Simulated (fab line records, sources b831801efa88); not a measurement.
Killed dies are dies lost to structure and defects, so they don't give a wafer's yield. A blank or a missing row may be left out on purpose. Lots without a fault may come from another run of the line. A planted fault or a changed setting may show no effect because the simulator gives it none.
fab line records | flow sky130
record lots=7 wafers=21 last_day=50
route steps=708 shown PASSIVATION@689 PAD_OPEN@694
lots that met no fault: from a run of the same line without faults
start_h: hours from the record's first day to the start of the lot's first wafer shown | wait_h: hours since the lot's step before | " the same as in the row above | L1.1+2: a row that stands for several wafers | - no value, or no start given | * or withheld: withheld | < > ~ a bound
route shown NAME@n: a module of which the file shows steps, and the number in the route of the first | usual: mean/standard deviation of fault-free wafers | same: alike in all rows | chamber/n: place in a boat | sites: the reading at each site | _std_site: their standard deviation | _edge_site: outer sites' mean less inner sites' | radius_mm: how far each site lies from the wafer's centre | mask NAME#n: copy n | behind: the tool/chamber that last shaped the wafer | hold: why the lot was held/for how many hours/how that ended | device: the transistor (n, p or np) that didn't switch | end of line: the same wafers' tests at the end of the route | a step without rows: its recipe alone | killed: dies lost to structure and defects at the first sort, not the wafer's yield | map: a wafer's dies, x killed, . not, _ none there
set.NAME: the setting as run; set.NAME@STEP: as run at that earlier step | model.NAME: the simulator's own value behind a step, which no gauge read
lots at some steps of the route; a table a step, a row a wafer
services: from which hour (start_h, from the record's first day; less than 0 if before it) a tool's chamber was out of use, for how many hours, and why
## steps
# step SKY_PASSIVATION_EXPOSE_08
# recipe mask_id=NSM target_cd_nm=3000 na=0.57 dose_mj=260
# step SKY_PASSIVATION_PEB_09
# recipe temp_c=115 time_s=withheld
# step SKY_PASSIVATION_DEVELOP_10
# recipe develop_time_s=60 dev_temp_c=23
# step SKY_PASSIVATION_ETCH_11
# recipe chemistry=CF4/O2 target_depth_nm=725 stop_on=AlCu source_w=800 bias_w=150 pressure_mtorr=150 cf4_flow_sccm=80 O2_flow_sccm=10 time_s=161.1
# usual O2_flow_sccm=9.997/0.027 bias_w=149.9/0.52 drypump_motor_current_A=5.7/0.5 oes_product_au=0.976/0.0092 throttle_valve_pct=5.964/0.0087
# columns lot.wafer tool chamber start_h wait_h O2_flow_sccm bias_w drypump_motor_current_A oes_product_au rf_hours_counter_h throttle_valve_pct
L981.1 rie_diel-02 0 1055.66 - 9.964 149.9 6.2 0.969 19 5.968
L981.2 " 2 " " 9.974 149.9 5.7 0.972 3 5.959
L981.4 " 1 " " 9.994 149.8 5.4 0.968 13 5.949
L982.1 rie_diel-03 2 1058.86 - 9.962 150.1 6.0 0.967 1 5.952
L982.2 " 1 " " 10.002 150.2 5.7 0.981 23 5.977
L982.5 " 1 " " 9.996 149.3 5.7 0.976 - 5.965
L984.2 rie_diel-04 2 1096.46 - 9.977 150.9 4.8 0.984 9 5.952
L984.3 " 0 " " 10.004 149.6 5.7 0.970 21 5.962
L984.5 " 2 " " 10.018 150.3 4.8 0.990 - 5.959
L983.1 rie_diel-02 0 1096.81 - 9.983 149.9 6.2 0.966 21 5.951
L983.4 " 1 " " 9.998 150.1 5.3 0.990 14 5.974
L983.5 " 1 " " 10.010 149.8 5.3 0.980 - 5.980
L986.1 rie_diel-04 3 1101.66 - 9.966 149.9 5.3 0.981 10 5.977
L986.5 " 2 " " 10.010 149.9 4.8 0.989 - 5.953
L986.6 " 3 " " 10.038 149.7 5.3 0.990 - 5.968
L988.1 rie_diel-04 2 1104.21 - 10.042 149.4 4.8 0.981 9 5.967
L988.3 " 1 " " 9.999 150.2 5.3 0.971 11 5.943
L988.6 " 0 " " 10.031 149.4 5.7 0.981 - 5.966
L102.3 rie_diel-02 3 1174.63 - 10.047 149.1 6.3 0.983 23 5.971
L102.4 " 2 " " 10.007 150.9 5.7 0.990 7 5.952
L102.6 " 3 " " 10.012 149.8 6.3 0.986 - 5.981
# step SKY_PASSIVATION_STRIP_12
# recipe chemistry=O2/N2 power_w=1400 pressure_mtorr=1500 platen_temp_c=withheld overash_fraction=0.7 o2_flow_sccm=3000 n2_flow_sccm=300
# usual drypump_motor_current_A=5.6/0.39 n2_flow_sccm=299.9/0.88 oes_product_au=0.661/0.0048 strip_time_to_endpoint_s=31.57/0.17
# same overash_fraction=0.7
# columns lot.wafer tool chamber start_h wait_h drypump_motor_current_A n2_flow_sccm oes_product_au rf_hours_counter_h strip_time_to_endpoint_s
L981.1 plasma_asher-02 1 1055.76 0.1 5.5 301.0 0.666 97 31.54
L981.2 " 0 " " 5.0 298.9 0.665 97 31.20
L981.4 " 0 " " 5.0 298.7 0.665 - 31.55
L982.1 plasma_asher-04 0 1058.96 0.1 6.2 299.3 0.659 61 31.77
L982.2 " 1 " " 5.2 299.4 0.657 61 31.53
L982.5 " 0 " " 6.1 299.8 0.662 - 31.51
L984.2 plasma_asher-02 1 1096.57 0.1 5.5 300.1 0.662 102 31.39
L984.3 " 1 " " 5.5 300.2 0.659 - 31.56
L984.5 " 0 " " 5.0 300.3 0.666 - 31.27
L983.1 plasma_asher-04 0 1096.92 0.1 6.2 300.3 0.661 65 31.81
L983.4 " 1 " " 5.2 298.5 0.664 - 31.60
L983.5 " 1 " " 5.2 299.8 0.658 - 31.55
L986.1 plasma_asher-04 0 1101.77 0.1 6.2 298.5 0.658 65 31.36
L986.5 " 0 " " 6.1 299.2 0.661 - 31.35
L986.6 " 1 " " 5.2 300.5 0.661 - 31.46
L988.1 plasma_asher-01 1 1104.31 0.1 5.5 299.4 0.662 3 31.39
L988.3 " 1 " " 5.5 297.8 0.664 - 31.57
L988.6 " 1 " " 5.5 297.9 0.663 - 31.28
L102.3 plasma_asher-04 1 1174.77 0.1 5.2 301.2 0.654 - 31.45
L102.4 " 0 " " 6.2 299.6 0.655 - 31.59
L102.6 " 0 " " 6.2 299.3 0.658 - 31.56
# step SKY_PAD_OPEN_DEHYDRATE_00
# recipe temp_c=200 time_s=60
# step SKY_PAD_OPEN_HMDS_01
# recipe prime_time_s=60 prime_temp_c=120
# step SKY_PAD_OPEN_COAT_02
# recipe spin_rpm=2000 resist_thk_nm=3000
# step SKY_PAD_OPEN_SOFTBAKE_03
# recipe temp_c=109.6 time_s=withheld
# step SKY_PAD_OPEN_EXPOSE_04
# recipe mask_id=PDM target_cd_nm=60000 na=0.57 dose_mj=260
# step SKY_PAD_OPEN_PEB_05
# recipe temp_c=115 time_s=withheld
# step SKY_PAD_OPEN_DEVELOP_06
# recipe develop_time_s=60 dev_temp_c=23
# step SKY_PAD_OPEN_ETCH_07
# recipe chemistry=CF4/O2 target_depth_nm=725 stop_on=AlCu source_w=800 bias_w=150 pressure_mtorr=150 cf4_flow_sccm=80 O2_flow_sccm=10 time_s=161.1
# usual O2_flow_sccm=10.002/0.029 bias_w=149.9/0.44 drypump_motor_current_A=5.6/0.48 oes_product_au=0.975/0.0077 throttle_valve_pct=5.963/0.0088
# columns lot.wafer tool chamber start_h wait_h O2_flow_sccm bias_w drypump_motor_current_A oes_product_au rf_hours_counter_h throttle_valve_pct
L981.1 rie_diel-01 1 1077.26 - 10.013 150.1 5.1 0.961 13 5.957
L981.2 " 2 " " 10.034 150.1 5.0 0.969 26 5.953
L981.4 " 3 " " 9.985 150.0 6.2 0.968 30 5.971
L982.1 rie_diel-02 2 1079.91 - 10.013 150.0 5.7 0.978 4 5.965
L982.2 " 1 " " 10.001 150.2 5.3 0.971 13 5.960
L982.5 " 3 " " 9.988 150.2 6.3 0.977 - 5.965
L984.2 rie_diel-01 1 1116.61 - 10.041 143.0 5.1 0.964 14 5.963
L984.3 " 0 " " 9.957 144.2 5.6 0.972 8 5.969
L984.5 " 2 " " 10.038 144.1 5.0 0.972 - 5.959
L983.1 rie_diel-03 3 1117.37 - 9.982 150.8 5.6 0.967 20 5.951
L983.4 " 2 " " 9.975 149.5 6.1 0.980 4 5.975
L983.5 " 2 " " 9.992 149.8 6.1 0.973 - 5.967
L986.1 rie_diel-01 3 1121.07 - 9.958 143.4 6.2 0.968 0 5.968
L986.5 " 0 " " 10.008 143.7 5.6 0.975 - 5.952
L986.6 " 3 " " 9.959 142.8 6.2 0.965 - 5.946
L988.1 rie_diel-01 1 1124.02 - 9.951 142.9 5.0 0.973 15 5.976
L988.3 " 2 " " 10.009 142.2 5.0 0.971 27 5.961
L988.6 " 2 " " 9.982 143.2 5.0 0.964 - 5.967
L102.3 rie_diel-03 2 1189.91 - 9.990 149.4 6.1 0.987 7 5.954
L102.4 " 2 " " 9.991 150.2 6.1 0.976 - 5.968
L102.6 " 3 " " 10.060 149.7 5.6 0.985 - 5.968
# step SKY_PAD_OPEN_STRIP_08
# recipe chemistry=O2/N2 power_w=1400 pressure_mtorr=1500 platen_temp_c=withheld overash_fraction=0.7 o2_flow_sccm=3000 n2_flow_sccm=300
# usual drypump_motor_current_A=5.7/0.51 n2_flow_sccm=300.1/0.9 oes_product_au=0.663/0.0043
# same overash_fraction=0.7
# columns lot.wafer tool chamber start_h wait_h drypump_motor_current_A n2_flow_sccm oes_product_au rf_hours_counter_h
L981.1 plasma_asher-04 0 1077.36 0.1 6.2 302.0 0.659 63
L981.2 " 1 " " 5.2 300.3 0.661 63
L981.4 " 0 " " 6.2 301.2 0.658 -
L982.1 plasma_asher-04 1 1080.01 0.1 5.2 299.3 0.669 63
L982.2 " 0 " " 6.2 300.6 0.665 63
L982.5 " 0 " " 6.2 301.2 0.667 -
L984.2 plasma_asher-03 0 1116.71 0.1 5.8 299.0 0.664 36
L984.3 " 1 " " 6.5 299.7 0.653 -
L984.5 " 1 " " 6.5 299.5 0.662 -
L983.1 plasma_asher-04 1 1117.48 0.1 5.2 300.1 0.667 67
L983.4 " 0 " " 6.2 300.1 0.678 -
L983.5 " 0 " " 6.1 299.4 0.663 -
L986.1 plasma_asher-04 0 1121.18 0.1 6.2 300.0 0.666 67
L986.5 " 0 " " 6.1 298.5 0.666 -
L986.6 " 1 " " 5.2 300.6 0.661 -
L988.1 plasma_asher-04 0 1124.12 0.1 6.1 300.0 0.665 68
L988.3 " 1 " " 5.2 299.6 0.669 -
L988.6 " 0 " " 6.2 299.8 0.665 -
L102.3 plasma_asher-03 0 1190.05 0.1 5.8 298.6 0.662 -
L102.4 " 1 " " 6.5 299.3 0.669 -
L102.6 " 1 " " 6.5 299.6 0.661 -
# step SKY_PAD_OPEN_PROBE_99
# usual killed_at_M0_to_M3=43/7.5 killed_at_M4_up=2.8/1.8 killed_at_contacts=24/5.3 killed_at_front_end=14/4.2 killed_at_other=0.3/0.54 killed_dies=84/9.4 killed_open=46/7.1 killed_short=38/6.6
# same gross_dies=492 killed_at_back_side=0
# columns lot.wafer tool chamber start_h wait_h killed_at_M0_to_M3 killed_at_M4_up killed_at_contacts killed_at_front_end killed_at_other killed_dies killed_open killed_short
L982.1 prober-01 - 1082.26 0.1 52 2 25 13 0 92 48 44
L982.2 prober-01 - 1082.31 0.1 52 4 20 12 0 88 37 51
L982.5 prober-01 - 1082.46 0.2 41 1 25 6 1 74 40 34
L984.2 prober-01 - 1119.01 0.1 30 5 23 9 0 67 30 37
L984.3 prober-01 - 1119.06 0.2 57 1 17 8 0 83 49 34
L984.5 prober-01 - 1119.16 0.2 40 6 31 17 1 95 45 50
L983.1 prober-02 - 1120.46 0.1 43 2 24 16 0 85 44 41
L983.4 prober-02 - 1120.61 0.2 46 0 30 15 0 91 40 51
L983.5 prober-02 - 1120.66 0.2 40 1 23 10 0 74 39 35
L986.1 prober-02 - 1123.46 0.1 57 2 19 19 0 97 63 34
L986.5 prober-02 - 1123.66 0.2 49 1 22 11 0 83 41 41
L986.6 prober-02 - 1123.71 0.2 52 3 29 15 0 99 64 35
L988.1 prober-01 - 1126.34 0.1 40 3 31 8 1 83 52 29
L988.3 prober-01 - 1126.44 0.2 39 2 32 10 2 85 44 37
L988.6 prober-01 - 1126.59 0.2 38 3 25 9 1 76 50 25
L102.3 prober-01 - 1192.41 0.2 33 1 24 14 0 72 41 31
L102.4 prober-01 - 1192.46 0.2 58 1 31 14 0 104 63 41
L102.6 prober-01 - 1192.56 0.2 32 3 34 8 0 77 40 37
# killed by level:class
L982.1 VIA1:geometric_particle:open=14 VIA2:geometric_particle:open=14 VIA1:geometric_particle:short=10 CONTACT:geometric_particle:short=9 CONTACT:geometric_particle:open=7 FIELD_ISO:geometric_particle:open=5 LOCAL_INTERCONNECT:geometric_particle:short=5 METAL2:geometric_particle:short=5
L982.2 VIA1:geometric_particle:open=12 CONTACT:geometric_particle:open=9 METAL2:geometric_particle:short=7 METAL3:geometric_particle:short=7 LOCAL_INTERCONNECT:geometric_particle:short=6 VIA1:geometric_particle:short=6 VIA2:geometric_particle:open=5 FIELD_ISO:geometric_particle:short=4
L982.5 CONTACT:geometric_particle:open=9 LI_CONTACT:geometric_particle:open=8 VIA1:geometric_particle:short=8 VIA1:geometric_particle:open=8 CONTACT:geometric_particle:short=5 VIA2:geometric_particle:open=5 METAL1:geometric_particle:short=4 VIA2:geometric_particle:short=4
L984.2 CONTACT:geometric_particle:open=11 VIA3:geometric_particle:open=5 METAL4:geometric_particle:short=5 POLY_GATE:geometric_particle:short=4 CONTACT:geometric_particle:short=4 VIA3:geometric_particle:short=4 METAL2:geometric_particle:short=4 FIELD_ISO:geometric_particle:short=3
L984.3 VIA1:geometric_particle:open=11 VIA2:geometric_particle:open=11 METAL2:geometric_particle:short=8 METAL1:geometric_particle:short=8 VIA3:geometric_particle:open=8 LI_CONTACT:geometric_particle:open=5 CONTACT:geometric_particle:open=4 CONTACT:geometric_particle:short=4
L984.5 CONTACT:geometric_particle:short=10 VIA1:geometric_particle:open=10 LI_CONTACT:geometric_particle:open=8 CONTACT:geometric_particle:open=8 METAL1:geometric_particle:short=7 VIA1:geometric_particle:short=5 VIA2:geometric_particle:open=5 FIELD_ISO:geometric_particle:short=4
L983.1 VIA1:geometric_particle:open=9 LI_CONTACT:geometric_particle:open=8 METAL2:geometric_particle:short=8 CONTACT:geometric_particle:open=7 METAL1:geometric_particle:short=7 FIELD_ISO:geometric_particle:short=5 POLY_GATE:geometric_particle:open=5 VIA2:geometric_particle:open=5
L983.4 METAL1:geometric_particle:short=12 VIA1:geometric_particle:open=11 CONTACT:geometric_particle:short=10 LI_CONTACT:geometric_particle:open=8 CONTACT:geometric_particle:open=6 METAL2:geometric_particle:short=6 LI_CONTACT:geometric_particle:short=4 VIA1:geometric_particle:short=4
L983.5 VIA1:geometric_particle:open=10 CONTACT:geometric_particle:open=9 METAL1:geometric_particle:short=6 CONTACT:geometric_particle:short=5 VIA2:geometric_particle:open=5 FIELD_ISO:geometric_particle:open=4 LI_CONTACT:geometric_particle:open=4 VIA1:geometric_particle:short=4
L986.1 VIA1:geometric_particle:open=10 VIA3:geometric_particle:open=10 CONTACT:geometric_particle:open=10 METAL2:geometric_particle:short=10 VIA2:geometric_particle:open=8 FIELD_ISO:geometric_particle:open=7 POLY_GATE:geometric_particle:open=7 VIA1:geometric_particle:short=5
L986.5 VIA1:geometric_particle:open=9 CONTACT:geometric_particle:open=8 METAL2:geometric_particle:short=7 VIA1:geometric_particle:short=7 VIA3:geometric_particle:short=7 VIA3:geometric_particle:open=6 LI_CONTACT:geometric_particle:open=5 VIA2:geometric_particle:open=4
L986.6 CONTACT:geometric_particle:open=16 VIA1:geometric_particle:open=11 VIA3:geometric_particle:open=9 VIA1:geometric_particle:short=8 VIA2:geometric_particle:open=7 LI_CONTACT:geometric_particle:open=7 FIELD_ISO:geometric_particle:open=5 SPACER:geometric_particle:open=5
L988.1 CONTACT:geometric_particle:open=14 VIA1:geometric_particle:open=11 LI_CONTACT:geometric_particle:open=7 VIA1:geometric_particle:short=7 VIA2:geometric_particle:open=6 CONTACT:geometric_particle:short=4 VIA3:geometric_particle:open=4 LOCAL_INTERCONNECT:geometric_particle:open=3
L988.3 CONTACT:geometric_particle:open=12 VIA1:geometric_particle:open=10 CONTACT:geometric_particle:short=8 LI_CONTACT:geometric_particle:open=7 VIA1:geometric_particle:short=6 METAL2:geometric_particle:short=5 VIA2:geometric_particle:open=5 VIA3:geometric_particle:open=4
L988.6 VIA1:geometric_particle:open=14 CONTACT:geometric_particle:open=12 LI_CONTACT:geometric_particle:open=7 VIA3:geometric_particle:open=4 CONTACT:geometric_particle:short=4 VIA1:geometric_particle:short=4 POLY_GATE:geometric_particle:open=3 METAL2:geometric_particle:open=3
L102.3 VIA1:geometric_particle:open=16 LI_CONTACT:geometric_particle:open=6 CONTACT:geometric_particle:open=5 LOCAL_INTERCONNECT:geometric_particle:short=5 VIA2:geometric_particle:open=5 POLY_GATE:geometric_particle:short=4 LI_CONTACT:geometric_particle:short=4 FIELD_ISO:geometric_particle:short=3
L102.4 VIA1:geometric_particle:open=23 CONTACT:geometric_particle:open=16 METAL1:geometric_particle:short=8 FIELD_ISO:geometric_particle:short=6 VIA1:geometric_particle:short=6 METAL2:geometric_particle:short=6 LI_CONTACT:geometric_particle:open=5 VIA3:geometric_particle:open=5
L102.6 LOCAL_INTERCONNECT:geometric_particle:short=11 LI_CONTACT:geometric_particle:open=10 METAL1:geometric_particle:short=8 CONTACT:geometric_particle:open=8 VIA1:geometric_particle:open=7 VIA2:geometric_particle:open=5 VIA3:geometric_particle:open=3 CONTACT:geometric_particle:short=3
## services
# columns tool chamber start_h hours kind
rie_diel-03 - 1032.88 2.7 repair
rie_diel-01 - 1037.52 2.8 pm
rie_diel-02 0 1039.28 1.9 repair
plasma_asher-04 - 1042.11 15.6 pm
rie_diel-03 - 1047.06 4.1 repair
plasma_asher-01 - 1055.25 9.0 pm
plasma_asher-01 0 1055.25 9.0 vent_cycle
plasma_asher-01 1 1055.25 9.0 vent_cycle
plasma_asher-01 - 1057.84 0.8 repair
plasma_asher-01 0 1064.25 - clean
plasma_asher-01 1 1064.25 - clean
rie_diel-03 - 1087.72 0.9 repair
plasma_asher-01 - 1090.31 9.1 repair
rie_diel-01 3 1094.51 - clean
rie_diel-01 3 1094.51 20.4 scheduled_down
rie_diel-01 3 1094.51 20.4 vent_cycle
rie_diel-01 0 1099.23 2.8 repair
rie_diel-03 - 1104.59 0.2 repair
plasma_asher-02 - 1113.72 1.1 repair
rie_diel-03 3 1128.73 3.8 repair
rie_diel-02 - 1163.51 4.3 pm
plasma_asher-04 - 1181.53 5.8 repair
rie_diel-03 0 1183.17 9.2 repair
rie_diel-04 0 1183.89 8.8 repair
## key
first_sign step=SKY_PAD_OPEN_ETCH_07 reading=bias_w direction=down sigmas=15 usual=149.9 struck=143.3
effect none on later readings
met_at SKY_PAD_OPEN_ETCH_07
struck_wafers L984.2,L984.3,L984.5,L986.1,L986.5,L986.6,L988.1,L988.3,L988.6
tester_left_out L984,L986,L988
onset_between 1077.26 1116.61
earlier_fault kind=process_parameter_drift tool=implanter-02 chamber=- onset_h=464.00 steps=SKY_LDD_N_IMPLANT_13 channel=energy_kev offset=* shape=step end_h=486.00 acts_in=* stated=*
earlier_fault kind=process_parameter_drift tool=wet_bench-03 chamber=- onset_h=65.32 steps=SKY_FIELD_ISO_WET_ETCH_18 channel=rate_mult offset=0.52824 shape=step end_h=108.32
fault kind=process_parameter_drift tool=rie_diel-01 chamber=- onset_h=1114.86 steps=SKY_PAD_OPEN_ETCH_07 channel=bias_w offset=-7.0452 shape=step end_h=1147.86 acts_in=these_recipes_only stated=150
# tester_left_out: of these lots the tester's yield and bins aren't shown, on N5 and GAA mostly nor the transistor test; their killed dies are dies lost to structure and defects alone, not to doping, threshold or leakage, so they don't give the yield
